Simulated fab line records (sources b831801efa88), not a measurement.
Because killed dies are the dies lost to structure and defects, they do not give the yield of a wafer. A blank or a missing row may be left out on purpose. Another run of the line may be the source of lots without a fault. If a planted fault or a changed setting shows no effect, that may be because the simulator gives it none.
Struck lot and sound lot, side by side -- flow sky130 -- 43 out of 708 route steps
Sound: wafers L787.1, L787.2, L787.6. Wafers struck: L803.3, L803.4, L803.6. The cause comes at the end.
Order at every step that has rows: each side's tool, ch and its chambers, its first start. Under that, the readings that differ: sound wafers -- struck wafers -- difference of the means -- sigmas: that difference in standard deviations of wafers without a fault.
alike: same words and numbers on both sides, and readings whose means sit less than 2 such deviations apart. not compared: any withheld reading, any reading some wafer has no value for, any bound like >300 that may hide the same value, and any number with overlapping values for which the record gives no deviation.
Wherever a step has rows on one side only, a row that says differs or no value, or a row with sigmas, the two part there. Non-overlapping numbers with no deviation appear without sigmas and do not part them. A reading missing from all wafers of one side parts the sides only when that side holds two or more wafers.

first, 1 step without rows for these wafers: SKY_LDD_HVP_IMPLANT_08.
SKY_LDD_HVP_STRIP_09: strips in O2/N2.
  sound on plasma-asher-04 ch 0,1, day 23 02:12; struck on plasma-asher-01 ch 0,1, day 28 22:20
  alike: drypump-motor-current-A, oes-product-au, strip-time-to-endpoint-s
  not compared: rf-hours-counter-h
SKY_LDD_HVP_TW_MEAS_10:
  struck on film-metro-03, day 28 22:25; sound on film-metro-01, day 23 02:18
  alike: LDD_HVP_TW
then, 7 steps without rows for these wafers: SKY_LDD_LDN_DEHYDRATE_00 (time 60 s); SKY_LDD_LDN_HMDS_01 (prime time 60 s); SKY_LDD_LDN_COAT_02 (resist thk 1140 nm); SKY_LDD_LDN_SOFTBAKE_03 (time 60 s); SKY_LDD_LDN_EXPOSE_04 (exposes mask LDNTM, target cd 700 nm); SKY_LDD_LDN_PEB_05; SKY_LDD_LDN_DEVELOP_06 (develop time 60 s).
SKY_LDD_LDN_OVL_MEAS_07:
  struck on overlay-02, day 30 03:01; sound on overlay-02, day 24 08:07
  alike: LDD_LDN_OVL
after that, 1 step had no rows for these wafers: SKY_LDD_LDN_IMPLANT_08.
SKY_LDD_LDN_IMPLANT_09:
  sound on implanter-04 ch 0, day 24 08:19; struck on implanter-04 ch 0, day 30 03:15
  alike: beam-energy-keV
then, 2 steps without rows for these wafers: SKY_LDD_LDN_IMPLANT_10; SKY_LDD_LDN_IMPLANT_11.
SKY_LDD_LDN_STRIP_12: strips in O2/N2.
  sound on plasma-asher-02 ch 0,1, day 24 08:46; struck on plasma-asher-01 ch 0,1, day 30 03:41
  alike: drypump-motor-current-A, oes-product-au, strip-time-to-endpoint-s
  not compared: rf-hours-counter-h
SKY_LDD_LDN_TW_MEAS_13:
  struck on film-metro-04, day 30 03:46; sound on film-metro-01, day 24 08:52
  alike: LDD_LDN_TW
then, 2 steps without rows for these wafers: SKY_LDD_LDN_CLEAN_14 (cleans in SC1/SC2, time 150 s); SKY_SPACER_CVD_00 (deposits Si3N4 from DCS/NH3, target thk 43.1 nm, time 740 s).
SKY_SPACER_THK_MEAS_01:
  struck on film-metro-04, day 30 06:41; sound on film-metro-03, day 24 10:10
  alike: SPACER_CVD_00_THK
then, 9 steps without rows for these wafers: SKY_SPACER_ETCHBACK_02 (etches Si3N4 in CH3F/O2, stops on SiO2, time 46.7 s, target depth 45 nm); SKY_POLY_CUT_DEHYDRATE_00 (time 60 s); SKY_POLY_CUT_HMDS_01 (prime time 60 s); SKY_POLY_CUT_COAT_02 (resist thk 60 nm); SKY_POLY_CUT_COAT_03 (resist thk 450 nm); SKY_POLY_CUT_SOFTBAKE_04 (time 90 s); SKY_POLY_CUT_EXPOSE_05 (exposes mask NPCM, target cd 270 nm); SKY_POLY_CUT_PEB_06; SKY_POLY_CUT_DEVELOP_07 (develop time 60 s).
SKY_POLY_CUT_CD_MEAS_08: the cd target is 270 nm.
  struck on cd-sem-01, day 31 09:46; sound on cd-sem-01, day 25 16:10
  alike: cd-nm
SKY_POLY_CUT_OVL_MEAS_09:
  struck on overlay-01, day 31 09:52; sound on overlay-01, day 25 16:17
  alike: POLY_CUT_OVL
SKY_POLY_CUT_ETCH_10: etches BARC in N2/H2, stops on SiO2, time 45.9 s, target depth 60 nm.
  sound on rie-diel-02 ch 1,2,3, day 25 16:20; struck on rie-diel-02 ch 0,2, day 31 09:53
  alike: drypump-motor-current-A, oes-product-au, throttle-valve-pct
  not compared: rf-hours-counter-h
SKY_POLY_CUT_ETCH_11: etches Si3N4 in CF4/CH2F2/Ar, stops on poly-Si, time 42.5 s, target depth 60 nm.
  sound on rie-diel-02 ch 1,2,3, day 25 16:22; struck on rie-diel-02 ch 0,2, day 31 09:56
  alike: drypump-motor-current-A, oes-product-au, throttle-valve-pct
  not compared: rf-hours-counter-h
SKY_POLY_CUT_STRIP_12: strips in O2/N2.
  sound on plasma-asher-04 ch 0,1, day 25 16:25; struck on plasma-asher-02 ch 0,1, day 31 10:00
  alike: drypump-motor-current-A, oes-product-au, strip-time-to-endpoint-s
  not compared: rf-hours-counter-h
then, 7 steps without rows for these wafers: SKY_SD_P_DEHYDRATE_00 (time 60 s); SKY_SD_P_HMDS_01 (prime time 60 s); SKY_SD_P_COAT_02 (resist thk 1140 nm); SKY_SD_P_SOFTBAKE_03 (time 60 s); SKY_SD_P_EXPOSE_04 (exposes mask PSDM, target cd 380 nm); SKY_SD_P_PEB_05; SKY_SD_P_DEVELOP_06 (develop time 60 s).
SKY_SD_P_CD_MEAS_07: the cd target is 380 nm.
  struck on cd-sem-01, day 32 13:33; sound on cd-sem-01, day 26 22:37
  alike: cd-nm
-- a jump in the record: the struck wafers' starts before and after are 18 days apart (it breaks off in module SD_P and resumes in module PAD_OPEN, where the first step shown is number 708 of the route) --
SKY_PAD_OPEN_PROBE_99:
  struck on prober-01, day 50 12:15; sound on prober-01, day 46 22:42
reading,sound,struck,difference,sigmas
model.etest.tip-sonos.rs-ohm-sq-range,39.85 35.91 52.34,80.24 105 94.65,+50.60,
  alike: killed_at_M0_to_M3, killed_at_M4_up, killed-at-contacts, killed-at-front-end, killed-at-other, killed-dies, killed-open, killed-short

== WHERE THEY PART ==
Nowhere in this record.

WHY: what the simulator had put in
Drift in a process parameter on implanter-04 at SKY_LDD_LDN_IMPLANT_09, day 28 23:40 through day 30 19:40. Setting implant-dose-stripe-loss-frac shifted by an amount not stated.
